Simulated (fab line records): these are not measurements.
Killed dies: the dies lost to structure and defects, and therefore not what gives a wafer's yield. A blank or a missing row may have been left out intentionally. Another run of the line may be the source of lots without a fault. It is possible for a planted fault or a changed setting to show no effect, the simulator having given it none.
fab line records	flow gf180mcu
record lots=13	wafers=39	last_day=33
route steps=602 shown STI@31 LVPWELL@64 SAB@277 CONTACT@301
lots with no fault: from the same line, run without faults
start_h: the number of hours between the record's first day and the start of the first shown wafer of the lot	wait_h: time in hours since the lot's previous step	" same as the row above	L1.1+2: several wafers, shown together as one row	- no value, or no start given	* or withheld: withheld	< > ~ a bound
route shown NAME@n: a module of which the file shows steps, and the number in the route of the first	usual: mean/standard deviation taken from wafers without a fault	same: alike in all rows	chamber/n: place in a boat	sites: the reading at each site	_std_site: the values' standard deviation	_edge_site: inner sites' mean taken away from outer sites' mean	radius_mm: how far each site lies from the wafer's centre	mask NAME#n: copy n	behind: the most recent tool/chamber to have shaped the wafer	hold: cause of the lot's hold/its duration in hours/its outcome	device: the transistor (n, p or np) that didn't switch	end of line: tests run on the same wafers once the route is complete	a step with no rows: only its recipe	killed: count of dies lost to structure and defects at first sort (not the wafer's yield)	map: dies across one wafer; x = killed, . = not, _ = none there
set.NAME: the setting as run; set.NAME@STEP: as run at that earlier step	model.NAME: the simulator's own value behind a step, which no gauge read
steps of the route over a sample of lots; a table a step, a row a wafer
services: from which hour (start_h, from the record's first day; less than 0 if before it) a tool's chamber was out of use, for how many hours, and why
## steps
# step GF_STI_THK_MEAS_30
# recipe reads=SiO2_of_STI_OXIDATION_29
# usual STI_OXIDATION_02_THK=10.10/0.21
lot.wafer	tool	chamber	start_h	wait_h	STI_OXIDATION_02_THK[nm]
L229.1	film_metro-02	-	29.85	0.0	10.01
L229.3	"	-	"	"	10.04
L229.6	"	-	"	"	10.13
L232.3	film_metro-01	-	45.20	0.0	10.15
L232.4	"	-	"	"	10.36
L232.6	"	-	"	"	10.20
L233.2	film_metro-03	-	50.37	0.0	9.61
L233.5	"	-	"	"	9.67
L233.6	"	-	"	"	9.59
L235.4	film_metro-01	-	60.84	0.0	10.16
L235.5	"	-	"	"	10.37
L235.6	"	-	"	"	10.24
L236.2	film_metro-03	-	66.83	0.0	10.05
L236.3	"	-	"	"	9.89
L236.4	"	-	"	"	9.86
L237.3	film_metro-03	-	73.65	0.0	10.34
L237.4	"	-	"	"	10.39
L237.6	"	-	"	"	10.36
L238.3	film_metro-03	-	77.93	0.0	9.96
L238.5	"	-	"	"	9.89
L238.6	"	-	"	"	9.77
L239.1	film_metro-02	-	82.06	0.0	10.20
L239.4	"	-	"	"	10.40
L239.6	"	-	"	"	10.28
L240.3	film_metro-01	-	87.59	0.0	10.13
L240.4	"	-	"	"	10.07
L240.5	"	-	"	"	10.09
L241.1	film_metro-02	-	92.40	0.0	10.10
L241.3	"	-	"	"	10.17
L241.4	"	-	"	"	10.08
L242.2	film_metro-01	-	96.89	0.0	10.21
L242.4	"	-	"	"	10.36
L242.6	"	-	"	"	10.13
L247.1	film_metro-03	-	122.91	0.0	10.35
L247.3	"	-	"	"	10.27
L247.4	"	-	"	"	10.40
L251.1	film_metro-01	-	143.18	0.0	10.24
L251.3	"	-	"	"	10.17
L251.5	"	-	"	"	10.21
# step GF_LVPWELL_STRIP_10
# recipe chemistry=O2/N2	power_w=1400	pressure_mtorr=1500	platen_temp_c=250	o2_flow_sccm=3000	n2_flow_sccm=300	overash_fraction=0.5
# usual chamber_pressure_mTorr=1500.4/1.3	drypump_motor_current_A=5.79/0.097	heater_power_w=353/27	oes_product_au=0.723/0.0041	strip_time_to_endpoint_s=36.91/0.099
lot.wafer	tool	chamber	start_h	wait_h	chamber_pressure_mTorr	drypump_motor_current_A	heater_power_w	oes_product_au	rf_hours_counter_h	strip_time_to_endpoint_s
L229.1	plasma_asher-04	1	68.57	0.1	1501.5	5.71	339	0.729	27	36.92
L229.3	"	1	"	"	1499.6	5.72	348	0.735	-	37.00
L229.6	"	0	"	"	1501.7	5.77	308	0.726	-	36.91
L232.3	plasma_asher-03	1	84.18	0.1	1498.8	5.86	368	0.728	-	36.82
L232.4	"	0	"	"	1498.5	5.81	312	0.722	-	36.88
L232.6	"	0	"	"	1501.6	5.80	307	0.721	-	36.92
L233.2	plasma_asher-01	0	91.37	0.1	1499.6	5.89	358	0.727	38	37.05
L233.5	"	1	"	"	1500.8	5.67	387	0.726	-	36.87
L233.6	"	0	"	"	1499.5	5.89	364	0.720	-	36.92
L235.4	plasma_asher-01	1	104.64	0.1	1499.5	5.63	397	0.728	-	36.99
L235.5	"	0	"	"	1500.3	5.90	372	0.723	-	37.00
L235.6	"	1	"	"	1500.6	5.63	390	0.720	-	37.02
L236.2	plasma_asher-03	1	109.30	0.1	1501.1	5.88	351	0.725	42	36.84
L236.3	"	1	"	"	1502.4	5.88	358	0.722	-	36.85
L236.4	"	0	"	"	1500.6	5.78	314	0.722	-	36.96
L237.3	plasma_asher-01	0	117.40	0.1	1500.6	5.84	361	0.719	-	36.79
L237.4	"	1	"	"	1498.8	5.63	399	0.732	-	36.87
L237.6	"	1	"	"	1500.9	5.64	395	0.724	-	36.81
L238.3	plasma_asher-01	0	121.54	0.1	1500.8	5.89	364	0.722	-	36.82
L238.5	"	1	"	"	1500.9	5.63	383	0.723	-	36.85
L238.6	"	0	"	"	1500.7	5.94	364	0.719	-	36.79
L239.1	plasma_asher-01	1	126.32	0.1	1500.6	5.66	384	0.726	42	37.02
L239.4	"	0	"	"	1498.8	5.87	360	0.722	-	37.05
L239.6	"	0	"	"	1501.1	5.88	357	0.726	-	37.13
L240.3	plasma_asher-01	1	130.28	0.1	1199.8	5.61	389	0.684	-	40.08
L240.4	"	0	"	"	1200.8	5.88	354	0.691	-	40.02
L240.5	"	0	"	"	1202.7	5.91	358	0.688	-	39.90
L241.1	plasma_asher-03	0	137.04	0.1	1498.6	5.78	312	0.724	46	36.80
L241.3	"	0	"	"	1501.3	5.74	313	0.728	-	36.91
L241.4	"	1	"	"	1499.5	5.83	362	0.721	-	36.86
L242.2	plasma_asher-01	1	142.50	0.1	1200.8	5.66	391	0.685	43	39.68
L242.4	"	0	"	"	1200.0	5.89	363	0.692	-	39.62
L242.6	"	1	"	"	1199.9	5.65	382	0.688	-	39.63
L247.1	plasma_asher-03	0	169.52	0.1	1501.2	5.82	319	0.722	49	36.86
L247.3	"	1	"	"	1498.6	5.86	358	0.732	-	36.88
L247.4	"	0	"	"	1503.1	5.79	314	0.724	-	36.93
L251.1	plasma_asher-03	1	183.97	0.1	1503.1	5.82	371	0.716	50	36.91
L251.3	"	0	"	"	1498.3	5.78	319	0.719	-	37.02
L251.5	"	0	"	"	1499.8	5.80	313	0.726	-	36.92
# step GF_SAB_STRIP_13
# recipe chemistry=O2/N2	power_w=1400	pressure_mtorr=1500	platen_temp_c=250	o2_flow_sccm=3000	n2_flow_sccm=300	overash_fraction=0.5
# usual chamber_pressure_mTorr=1500.0/1.5	drypump_motor_current_A=5.7/0.34	heater_power_w=330/32	oes_product_au=0.710/0.0045	strip_time_to_endpoint_s=12.61/0.034
lot.wafer	tool	chamber	start_h	wait_h	chamber_pressure_mTorr	drypump_motor_current_A	heater_power_w	oes_product_au	rf_hours_counter_h	strip_time_to_endpoint_s
L229.1	plasma_asher-01	1	332.54	0.0	1499.6	5.6	386	0.706	63	12.63
L229.3	"	0	"	"	1502.9	5.9	361	0.703	-	12.60
L229.6	"	0	"	"	1497.8	5.9	364	0.711	-	12.64
L232.3	plasma_asher-02	1	353.06	0.0	1501.0	5.2	289	0.709	-	12.60
L232.4	"	0	"	"	1498.6	6.2	327	0.707	-	12.59
L232.6	"	0	"	"	1501.2	6.1	321	0.715	-	12.62
L233.2	plasma_asher-02	1	364.73	0.0	1498.6	5.2	285	0.711	26	12.56
L233.5	"	1	"	"	1499.5	5.2	286	0.713	-	12.57
L233.6	"	0	"	"	1500.7	6.1	313	0.710	-	12.53
L235.4	plasma_asher-02	0	377.30	0.0	1501.8	6.1	312	0.715	-	12.63
L235.5	"	1	"	"	1498.3	5.2	288	0.710	-	12.64
L235.6	"	0	"	"	1501.2	6.1	330	0.708	-	12.66
L236.2	plasma_asher-01	0	391.61	0.0	1499.0	5.8	361	0.711	69	12.60
L236.3	"	0	"	"	1500.3	5.9	363	0.707	-	12.61
L236.4	"	1	"	"	1500.4	5.7	380	0.714	-	12.62
L237.3	plasma_asher-02	0	401.69	0.0	1500.6	6.2	325	0.714	-	12.62
L237.4	"	1	"	"	1497.4	5.2	287	0.707	-	12.60
L237.6	"	0	"	"	1498.7	6.1	316	0.710	-	12.62
L238.3	plasma_asher-03	0	416.01	0.0	1501.2	5.8	316	0.716	-	12.64
L238.5	"	1	"	"	1502.8	5.8	368	0.709	-	12.59
L238.6	"	0	"	"	1501.0	5.8	311	0.715	-	12.61
L239.1	plasma_asher-02	1	416.26	0.0	1500.9	5.2	284	0.708	32	12.67
L239.4	"	1	"	"	1501.9	5.2	284	0.709	-	12.66
L239.6	"	1	"	"	1499.8	5.2	287	0.711	-	12.61
L240.3	plasma_asher-02	0	423.39	0.0	1499.7	6.1	319	0.709	-	12.62
L240.4	"	1	"	"	1501.1	5.2	281	0.706	-	12.65
L240.5	"	1	"	"	1500.8	5.2	284	0.722	-	12.61
L241.1	plasma_asher-01	0	431.14	0.0	1500.5	5.9	335	0.712	0	12.62
L241.3	"	0	"	"	1500.4	5.9	334	0.710	-	12.62
L241.4	"	1	"	"	1498.3	5.6	368	0.713	-	12.59
L242.2	plasma_asher-01	1	450.81	0.0	1500.0	5.6	367	0.710	2	12.64
L242.4	"	1	"	"	1500.0	5.7	374	0.702	-	12.61
L242.6	"	0	"	"	1498.1	5.9	331	0.711	-	12.61
L247.1	plasma_asher-01	0	496.16	0.0	1500.0	5.9	331	0.705	7	12.60
L247.3	"	0	"	"	1500.4	5.9	338	0.711	-	12.59
L247.4	"	1	"	"	1496.5	5.6	365	0.718	-	12.60
L251.1	plasma_asher-01	1	515.78	0.0	1500.7	5.7	371	0.709	9	12.66
L251.3	"	0	"	"	1501.6	5.9	336	0.708	-	12.67
L251.5	"	0	"	"	1500.6	5.9	333	0.709	-	12.65
# step GF_CONTACT_CD_MEAS_14
# recipe target_cd_nm=220
# usual cd_nm=219.9/1.3
lot.wafer	tool	chamber	start_h	wait_h	cd_nm
L229.1	cd_sem-01	-	355.47	0.1	218.7
L229.3	"	-	"	"	219.0
L229.6	"	-	"	"	219.0
L232.3	cd_sem-02	-	377.37	0.1	218.8
L232.4	"	-	"	"	219.8
L232.6	"	-	"	"	217.5
L233.2	cd_sem-02	-	388.19	0.1	220.4
L233.5	"	-	"	"	221.1
L233.6	"	-	"	"	218.9
L235.4	cd_sem-02	-	401.76	0.1	220.2
L235.5	"	-	"	"	220.4
L235.6	"	-	"	"	221.1
L236.2	cd_sem-02	-	416.45	0.1	220.3
L236.3	"	-	"	"	219.9
L236.4	"	-	"	"	220.6
L237.3	cd_sem-02	-	427.36	0.1	218.2
L237.4	"	-	"	"	217.7
L237.6	"	-	"	"	219.2
L238.3	cd_sem-02	-	441.84	0.1	220.5
L238.5	"	-	"	"	219.0
L238.6	"	-	"	"	220.9
L239.1	cd_sem-01	-	442.28	0.1	217.1
L239.4	"	-	"	"	219.6
L239.6	"	-	"	"	218.2
L240.3	cd_sem-01	-	449.46	0.1	219.6
L240.4	"	-	"	"	220.4
L240.5	"	-	"	"	219.8
L241.1	cd_sem-02	-	457.72	0.1	222.2
L241.3	"	-	"	"	221.8
L241.4	"	-	"	"	222.1
L242.2	cd_sem-01	-	476.37	0.1	218.2
L242.4	"	-	"	"	218.9
L242.6	"	-	"	"	219.8
L247.1	cd_sem-01	-	520.77	0.1	222.7
L247.3	"	-	"	"	220.3
L247.4	"	-	"	"	222.4
L251.1	cd_sem-01	-	539.77	0.1	219.3
L251.3	"	-	"	"	220.3
L251.5	"	-	"	"	219.4
## services
tool	chamber	start_h	hours	kind
plasma_asher-03	-	59.42	13.7	repair
plasma_asher-02	-	108.75	9.0	pm
plasma_asher-02	0	108.75	9.0	vent_cycle
plasma_asher-02	1	108.75	9.0	vent_cycle
plasma_asher-02	0	117.75	-	clean
plasma_asher-02	1	117.75	-	clean
plasma_asher-01	-	124.96	1.0	repair
plasma_asher-02	-	205.67	0.4	repair
plasma_asher-01	-	246.30	4.7	repair
plasma_asher-02	-	257.19	14.6	pm
plasma_asher-02	-	275.41	2.8	repair
plasma_asher-03	-	306.73	44.6	repair
plasma_asher-04	-	379.11	3.7	repair
plasma_asher-01	-	421.33	9.0	pm
plasma_asher-01	0	421.33	9.0	vent_cycle
plasma_asher-01	1	421.33	9.0	vent_cycle
plasma_asher-01	0	430.33	-	clean
plasma_asher-01	1	430.33	-	clean
plasma_asher-04	-	441.86	0.8	repair
plasma_asher-03	-	444.83	1.2	repair
plasma_asher-03	-	452.00	19.8	pm
plasma_asher-02	-	497.61	15.7	repair
plasma_asher-01	-	500.46	1.3	repair
## key
first_sign step=GF_LVPWELL_STRIP_10	reading=chamber_pressure_mTorr	direction=down	sigmas=99+	usual=1500.4	struck=1200.7
effect step=GF_LVPWELL_STRIP_10	reading=strip_time_to_endpoint_s	direction=up	sigmas=29	usual=*	struck=*
met_at GF_LVPWELL_STRIP_10
struck_lots L240,L242
tester_left_out L240,L242
not_acting_at GF_STI_THK_MEAS_30,GF_SAB_STRIP_13,GF_CONTACT_CD_MEAS_14
onset_between 126.32 130.28
fault kind=process_parameter_drift	tool=plasma_asher-01	chamber=-	onset_h=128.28	steps=GF_LVPWELL_STRIP_10	channel=pressure_mtorr	offset=-300	shape=step	end_h=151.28	acts_in=these_recipes_only	stated=1500
# tester_left_out: of these lots the tester's yield and bins aren't shown, on N5 and GAA mostly nor the transistor test; their killed dies are dies lost to structure and defects alone, not to doping, threshold or leakage, so they don't give the yield
